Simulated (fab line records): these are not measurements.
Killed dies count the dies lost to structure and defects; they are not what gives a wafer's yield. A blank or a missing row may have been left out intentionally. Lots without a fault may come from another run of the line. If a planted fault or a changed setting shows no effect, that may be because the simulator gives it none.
Matching of chambers | flow sky130 | 4 sister chambers for SKY_VIA1_ETCH_14 on rie_diel-01
The step etches BARC in N2/H2, stops on SiO2, time 45.9 s, target depth 60 nm. 4 wafers are shown with their chamber, then 12 later ones without.

== WAFERS WITH THEIR CHAMBER ==
wafer  | chamber | drypump_motor_current_A (A)
L089.1 | 0       | 6.1
L090.2 | 2       | 5.8
L090.4 | 3       | 5.1
L090.6 | 1       | 6.2

== WAFERS WITHOUT THEIR CHAMBER ==
wafer  | drypump_motor_current_A (A)
L093.4 | 5.8
L093.5 | 5.8
L093.6 | 5.1
L094.3 | 6.2
L094.4 | 5.1
L094.5 | 6.1
L096.4 | 5.8
L096.5 | 5.8
L096.6 | 6.2
L097.1 | 6.1
L097.4 | 5.0
L097.5 | 5.1

== WHICH CHAMBER EACH WENT THROUGH ==
wafer  | from the rows above | in truth
L093.4 | 2                   | 2
L093.5 | 2                   | 2
L093.6 | 3                   | 3
L094.3 | 1                   | 1
L094.4 | 3                   | 3
L094.5 | 0                   | 0
L096.4 | 2                   | 2
L096.5 | 2                   | 2
L096.6 | 1                   | 1
L097.1 | 0                   | 0
L097.4 | 3                   | 3
L097.5 | 3                   | 3
12 of 12 placed correctly. Number that these rows cannot place: 0. Number placed wrongly: 0.
How it was worked out, from the rows above alone: a wafer's distance from a chamber is the root of the sum, over the readings, of the square of ((its reading less the chamber's mean) divided by the reading's scatter). If the next closest chamber is less than 2 further off than the closest, the wafer can't be placed; otherwise it belongs to the closest. The mean given for a chamber averages the wafers shown for that chamber. The scatter: root of mean squared gap, hidden wafer to nearest shown wafer, with one shown wafer a chamber.
